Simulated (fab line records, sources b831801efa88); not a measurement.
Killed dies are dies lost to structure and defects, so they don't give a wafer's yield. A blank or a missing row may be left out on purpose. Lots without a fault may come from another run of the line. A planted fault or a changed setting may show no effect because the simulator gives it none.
Which tool did it? | flow sky130 | 24 lots, 72 wafers sampled, at 5 steps of a route of 708

WHAT THE GAUGES READ, wafer by wafer
SKY_METAL2_CD_MEAS_15: target cd 140 nm. Usual: cd_nm 140.2 nm, standard deviation 1.3.
lot  | measured     | on        | cd_nm (nm)        | flag
L074 | day 34 19:17 | cd_sem-01 | 138.6 138.7 138.9 |
L075 | day 35 06:10 | cd_sem-01 | 141.3 139.6 141.0 |
L076 | day 35 12:13 | cd_sem-01 | 141.6 140.7 140.9 |
L077 | day 35 18:54 | cd_sem-01 | 142.0 140.7 142.1 |
L078 | day 36 01:46 | cd_sem-02 | 140.5 139.9 140.3 |
L079 | day 37 20:22 | cd_sem-01 | 139.5 140.2 140.7 |
L080 | day 37 21:25 | cd_sem-01 | 140.5 141.2 138.1 |
L081 | day 37 22:01 | cd_sem-01 | 141.2 140.5 141.3 |
L082 | day 38 00:19 | cd_sem-01 | 139.9 140.9 141.2 |
L084 | day 38 02:28 | cd_sem-01 | 141.8 142.6 141.1 |
L083 | day 38 08:10 | cd_sem-01 | 141.6 140.7 139.5 |
L086 | day 38 20:15 | cd_sem-01 | 142.1 139.4 139.5 |
L085 | day 39 03:01 | cd_sem-01 | 141.0 141.6 140.8 |
L087 | day 39 03:50 | cd_sem-01 | 139.6 140.6 140.5 |
L088 | day 39 20:46 | cd_sem-01 | 142.3 141.6 142.3 |
L089 | day 40 16:56 | cd_sem-02 | 138.2 139.8 139.0 |
L092 | day 41 04:35 | cd_sem-01 | 138.2 138.7 138.3 |
L091 | day 41 05:34 | cd_sem-02 | 140.6 141.4 140.3 |
L090 | day 41 05:51 | cd_sem-02 | 141.4 140.3 142.2 |
L093 | day 41 15:32 | cd_sem-01 | 136.5 137.2 138.1 |
L094 | day 41 20:18 | cd_sem-02 | 141.1 140.4 140.3 |
L095 | day 42 04:42 | cd_sem-02 | 139.3 139.2 139.7 |
L096 | day 42 05:01 | cd_sem-02 | 139.3 140.6 140.8 |
L097 | day 42 23:36 | cd_sem-02 | 139.3 138.8 139.2 |

WHICH TOOL RAN EACH LOT (tool, then ch and the chambers of the sampled wafers, then the start)
lot  | SKY_CONTACT_ETCH_18                           | SKY_METAL1_SPUTTER_02        | SKY_METAL1_SPUTTER_04        | SKY_METAL2_SPUTTER_04
L074 | rie_diel-01 ch 0,1,2, day 31 08:02 or earlier | pvd_sputter-01, day 31 08:02 | pvd_sputter-01, day 31 08:05 | pvd_sputter-02, day 33 16:12
L075 | rie_diel-04 ch 0,2,3, day 31 19:49 or earlier | pvd_sputter-01, day 31 19:49 | pvd_sputter-01, day 31 19:51 | pvd_sputter-01, day 34 04:04
L076 | rie_diel-01 ch 0,1, day 32 01:59 or earlier   | pvd_sputter-01, day 32 01:59 | pvd_sputter-01, day 32 02:02 | pvd_sputter-02, day 34 10:07
L077 | rie_diel-04 ch 2,3, day 32 07:14 or earlier   | pvd_sputter-01, day 32 07:14 | pvd_sputter-01, day 32 07:17 | pvd_sputter-02, day 34 16:35
L078 | rie_diel-04 ch 1,2,3, day 32 14:14 or earlier | pvd_sputter-01, day 32 14:14 | pvd_sputter-01, day 32 14:17 | pvd_sputter-01, day 34 22:56
L079 | rie_diel-04 ch 0,1,3, day 34 10:17 or earlier | pvd_sputter-01, day 34 10:17 | pvd_sputter-01, day 34 10:20 | pvd_sputter-01, day 36 18:43
L080 | rie_diel-02 ch 0,1,2, day 34 12:13 or earlier | pvd_sputter-01, day 34 12:13 | pvd_sputter-01, day 34 12:15 | pvd_sputter-02, day 36 19:23
L081 | rie_diel-04 ch 1,2,3, day 34 13:05 or earlier | pvd_sputter-04, day 34 13:05 | pvd_sputter-04, day 34 13:08 | pvd_sputter-01, day 36 20:29
L082 | rie_diel-01 ch 1,2,3, day 34 15:37 or earlier | pvd_sputter-03, day 34 15:37 | pvd_sputter-03, day 34 15:40 | pvd_sputter-04, day 36 22:52
L084 | rie_diel-01 ch 2,3, day 34 19:05 or earlier   | pvd_sputter-03, day 34 19:05 | pvd_sputter-03, day 34 19:08 | pvd_sputter-04, day 37 01:02
L083 | rie_diel-04 ch 0,2, day 34 22:38 or earlier   | pvd_sputter-04, day 34 22:38 | pvd_sputter-04, day 34 22:41 | pvd_sputter-02, day 37 06:14
L086 | rie_diel-01 ch 2,3, day 35 11:08 or earlier   | pvd_sputter-01, day 35 11:08 | pvd_sputter-01, day 35 11:11 | pvd_sputter-04, day 37 18:11
L085 | rie_diel-02 ch 0,2,3, day 35 18:28 or earlier | pvd_sputter-04, day 35 18:28 | pvd_sputter-04, day 35 18:31 | pvd_sputter-02, day 38 00:50
L087 | rie_diel-01 ch 1,2, day 35 20:18 or earlier   | pvd_sputter-04, day 35 20:18 | pvd_sputter-04, day 35 20:20 | pvd_sputter-04, day 38 02:52
L088 | rie_diel-01 ch 1,3, day 36 13:04 or earlier   | pvd_sputter-04, day 36 13:04 | pvd_sputter-04, day 36 13:07 | pvd_sputter-04, day 38 19:19
L089 | rie_diel-01 ch 0,1,3, day 37 11:29 or earlier | pvd_sputter-03, day 37 11:29 | pvd_sputter-03, day 37 11:32 | pvd_sputter-02, day 39 17:10
L092 | rie_diel-04 ch 0,1,2, day 37 23:23 or earlier | pvd_sputter-01, day 37 23:23 | pvd_sputter-01, day 37 23:26 | pvd_sputter-02, day 40 04:39
L091 | rie_diel-02 ch 1,2,3, day 38 00:30 or earlier | pvd_sputter-04, day 38 00:30 | pvd_sputter-04, day 38 00:32 | pvd_sputter-02, day 40 05:19
L090 | rie_diel-04 ch 2,3, day 38 00:43 or earlier   | pvd_sputter-01, day 38 00:43 | pvd_sputter-01, day 38 00:46 | pvd_sputter-01, day 40 05:40
L093 | rie_diel-04 ch 1,2,3, day 38 11:38 or earlier | pvd_sputter-03, day 38 11:38 | pvd_sputter-03, day 38 11:41 | pvd_sputter-04, day 40 16:55
L094 | rie_diel-01 ch 0,1, day 38 16:35 or earlier   | pvd_sputter-03, day 38 16:35 | pvd_sputter-03, day 38 16:38 | pvd_sputter-02, day 40 20:15
L095 | rie_diel-01 ch 0,1,2, day 39 00:47 or earlier | pvd_sputter-01, day 39 00:47 | pvd_sputter-01, day 39 00:50 | pvd_sputter-04, day 41 05:06
L096 | rie_diel-02 ch 0,1,3, day 39 01:12 or earlier | pvd_sputter-04, day 39 01:12 | pvd_sputter-04, day 39 01:14 | pvd_sputter-02, day 41 05:35
L097 | rie_diel-01 ch 0,2,3, day 39 20:58 or earlier | pvd_sputter-04, day 39 20:58 | pvd_sputter-04, day 39 21:00 | pvd_sputter-04, day 42 00:46
- SKY_CONTACT_ETCH_18: etches Si3N4 in CHF3/O2, stops on TiN, time 39 s, target depth 75 nm.
- SKY_METAL1_SPUTTER_02: material AlCu, target thk 250 nm, time 13.3 s.
- SKY_METAL1_SPUTTER_04: material TiN, target thk 70 nm, time 58.3 s.
- SKY_METAL2_SPUTTER_04: material TiN, target thk 70 nm, time 58.3 s.

WHAT THE TOOLS THEMSELVES READ (means of the sampled wafers that have a number; where no wafer has one, the mark that the record gives instead)
SKY_CONTACT_ETCH_18. Usual: drypump_motor_current_A 5.4 A, standard deviation 0.36; oes_product_au 0.855 a.u., standard deviation 0.0072; throttle_valve_pct 8.794 %, standard deviation 0.0085.
lot  | tool        | drypump_motor_current_A (A) | oes_product_au (a.u.) | throttle_valve_pct (%) | flag
L074 | rie_diel-01 | 5.6                         | 0.850                 | 8.789                  |
L075 | rie_diel-04 | 5.2                         | 0.852                 | 8.799                  |
L076 | rie_diel-01 | 5.4                         | 0.854                 | 8.795                  |
L077 | rie_diel-04 | 5.6                         | 0.851                 | 8.793                  |
L078 | rie_diel-04 | 5.5                         | 0.856                 | 8.795                  |
L079 | rie_diel-04 | 5.4                         | 0.856                 | 8.801                  |
L080 | rie_diel-02 | 5.4                         | 0.847                 | 8.792                  |
L081 | rie_diel-04 | 5.4                         | 0.855                 | 8.791                  |
L082 | rie_diel-01 | 5.5                         | 0.862                 | 8.796                  |
L084 | rie_diel-01 | 5.3                         | 0.856                 | 8.794                  |
L083 | rie_diel-04 | 4.9                         | 0.851                 | 8.791                  |
L086 | rie_diel-01 | 5.3                         | 0.858                 | 8.794                  |
L085 | rie_diel-02 | 5.4                         | 0.856                 | 8.800                  |
L087 | rie_diel-01 | 5.8                         | 0.855                 | 8.797                  |
L088 | rie_diel-01 | 5.2                         | 0.861                 | 8.796                  |
L089 | rie_diel-01 | 5.3                         | 0.850                 | 8.796                  |
L092 | rie_diel-04 | 5.1                         | 0.853                 | 8.795                  |
L091 | rie_diel-02 | 5.5                         | 0.860                 | 8.794                  |
L090 | rie_diel-04 | 5.6                         | 0.856                 | 8.791                  |
L093 | rie_diel-04 | 5.4                         | 0.853                 | 8.789                  |
L094 | rie_diel-01 | 5.4                         | 0.856                 | 8.795                  |
L095 | rie_diel-01 | 5.6                         | 0.863                 | 8.794                  |
L096 | rie_diel-02 | 5.5                         | 0.857                 | 8.795                  |
L097 | rie_diel-01 | 5.4                         | 0.842                 | 8.794                  |

SKY_METAL1_SPUTTER_02. Usual: chamber_pressure_pa 0.4000 Pa, standard deviation 0.00081; throttle_valve_pct 29.6 %, standard deviation 1.1.
lot  | tool           | chamber_pressure_pa (Pa) | throttle_valve_pct (%) | flag
L074 | pvd_sputter-01 | 0.4005                   | 29.8                   |
L075 | pvd_sputter-01 | 0.3991                   | 29.6                   |
L076 | pvd_sputter-01 | 0.3995                   | 30.0                   |
L077 | pvd_sputter-01 | 0.3997                   | 29.5                   |
L078 | pvd_sputter-01 | 0.3995                   | 30.0                   |
L079 | pvd_sputter-01 | 0.3999                   | 30.0                   |
L080 | pvd_sputter-01 | 0.4001                   | 29.7                   |
L081 | pvd_sputter-04 | 0.4003                   | 30.4                   |
L082 | pvd_sputter-03 | 0.3999                   | 29.2                   |
L084 | pvd_sputter-03 | 0.3990                   | 28.6                   |
L083 | pvd_sputter-04 | 0.4004                   | 30.1                   |
L086 | pvd_sputter-01 | 0.4007                   | 29.7                   |
L085 | pvd_sputter-04 | 0.4005                   | 29.2                   |
L087 | pvd_sputter-04 | 0.4004                   | 28.0                   |
L088 | pvd_sputter-04 | 0.4001                   | 30.2                   |
L089 | pvd_sputter-03 | 0.3998                   | 28.9                   |
L092 | pvd_sputter-01 | 0.4010                   | 29.8                   |
L091 | pvd_sputter-04 | 0.4005                   | 29.2                   |
L090 | pvd_sputter-01 | 0.3998                   | 29.6                   |
L093 | pvd_sputter-03 | 0.3994                   | 29.2                   |
L094 | pvd_sputter-03 | 0.4007                   | 29.7                   |
L095 | pvd_sputter-01 | 0.3998                   | 29.9                   |
L096 | pvd_sputter-04 | 0.3993                   | 29.0                   |
L097 | pvd_sputter-04 | 0.3999                   | 30.3                   |

SKY_METAL1_SPUTTER_04. Usual: chamber_pressure_pa 0.4000 Pa, standard deviation 0.00089; throttle_valve_pct 29.6 %, standard deviation 1.1.
lot  | tool           | chamber_pressure_pa (Pa) | throttle_valve_pct (%) | flag
L074 | pvd_sputter-01 | 0.4004                   | 30.0                   |
L075 | pvd_sputter-01 | 0.3992                   | 29.5                   |
L076 | pvd_sputter-01 | 0.4005                   | 30.0                   |
L077 | pvd_sputter-01 | 0.3993                   | 29.6                   |
L078 | pvd_sputter-01 | 0.3993                   | 30.0                   |
L079 | pvd_sputter-01 | 0.4010                   | 29.9                   |
L080 | pvd_sputter-01 | 0.3998                   | 29.9                   |
L081 | pvd_sputter-04 | 0.4000                   | 30.2                   |
L082 | pvd_sputter-03 | 0.4001                   | 29.2                   |
L084 | pvd_sputter-03 | 0.4002                   | 28.6                   |
L083 | pvd_sputter-04 | 0.4009                   | 30.3                   |
L086 | pvd_sputter-01 | 0.3986                   | 29.5                   |
L085 | pvd_sputter-04 | 0.3998                   | 29.0                   |
L087 | pvd_sputter-04 | 0.4000                   | 28.3                   |
L088 | pvd_sputter-04 | 0.4003                   | 30.4                   |
L089 | pvd_sputter-03 | 0.4010                   | 29.0                   |
L092 | pvd_sputter-01 | 0.3996                   | 29.8                   |
L091 | pvd_sputter-04 | 0.4001                   | 29.5                   |
L090 | pvd_sputter-01 | 0.3998                   | 29.6                   |
L093 | pvd_sputter-03 | 0.3995                   | 29.0                   |
L094 | pvd_sputter-03 | 0.4004                   | 29.7                   |
L095 | pvd_sputter-01 | 0.3997                   | 29.9                   |
L096 | pvd_sputter-04 | 0.4000                   | 29.2                   |
L097 | pvd_sputter-04 | 0.4003                   | 30.3                   |

SKY_METAL2_SPUTTER_04. Usual: chamber_pressure_pa 0.4000 Pa, standard deviation 0.00082; throttle_valve_pct 29.6 %, standard deviation 0.87.
lot  | tool           | chamber_pressure_pa (Pa) | throttle_valve_pct (%) | flag
L074 | pvd_sputter-02 | 0.3998                   | 29.3                   |
L075 | pvd_sputter-01 | 0.3999                   | 29.9                   |
L076 | pvd_sputter-02 | 0.3998                   | 29.6                   |
L077 | pvd_sputter-02 | 0.3998                   | 29.6                   |
L078 | pvd_sputter-01 | 0.3996                   | 29.9                   |
L079 | pvd_sputter-01 | 0.3997                   | 29.9                   |
L080 | pvd_sputter-02 | 0.4000                   | 29.5                   |
L081 | pvd_sputter-01 | 0.3994                   | 29.8                   |
L082 | pvd_sputter-04 | 0.3996                   | 30.3                   |
L084 | pvd_sputter-04 | 0.3998                   | 29.4                   |
L083 | pvd_sputter-02 | 0.4010                   | 29.3                   |
L086 | pvd_sputter-04 | 0.4008                   | 30.3                   |
L085 | pvd_sputter-02 | 0.4008                   | 29.6                   |
L087 | pvd_sputter-04 | 0.3996                   | 30.4                   |
L088 | pvd_sputter-04 | 0.4000                   | 30.1                   |
L089 | pvd_sputter-02 | 0.3995                   | 29.8                   |
L092 | pvd_sputter-02 | 0.3999                   | 29.5                   |
L091 | pvd_sputter-02 | 0.3999                   | 29.2                   |
L090 | pvd_sputter-01 | 0.3997                   | 30.2                   |
L093 | pvd_sputter-04 | 0.4008                   | 29.0                   |
L094 | pvd_sputter-02 | 0.4003                   | 29.3                   |
L095 | pvd_sputter-04 | 0.4006                   | 29.3                   |
L096 | pvd_sputter-02 | 0.3988                   | 29.5                   |
L097 | pvd_sputter-04 | 0.3998                   | 30.3                   |

THE ANSWER, worked out from the rows above alone
Rule: a lot is off if the mean of its wafers that have a number lies more than 3 standard deviations from the usual mean. A lot without any number at a reading at which 4 lots or more have one is off too. The other lots that the step has rows for count as sound. The gauges are gone through in route order, then the tools' own readings, and for those a lot's mean is taken as printed above. The first step at which some lot is off is used, and at that step the reading that is off furthest; a lot without a number counts as furthest.
No lot is off at any reading shown: from this, nothing can be told.

WHAT THE SIMULATOR HAD PUT IN
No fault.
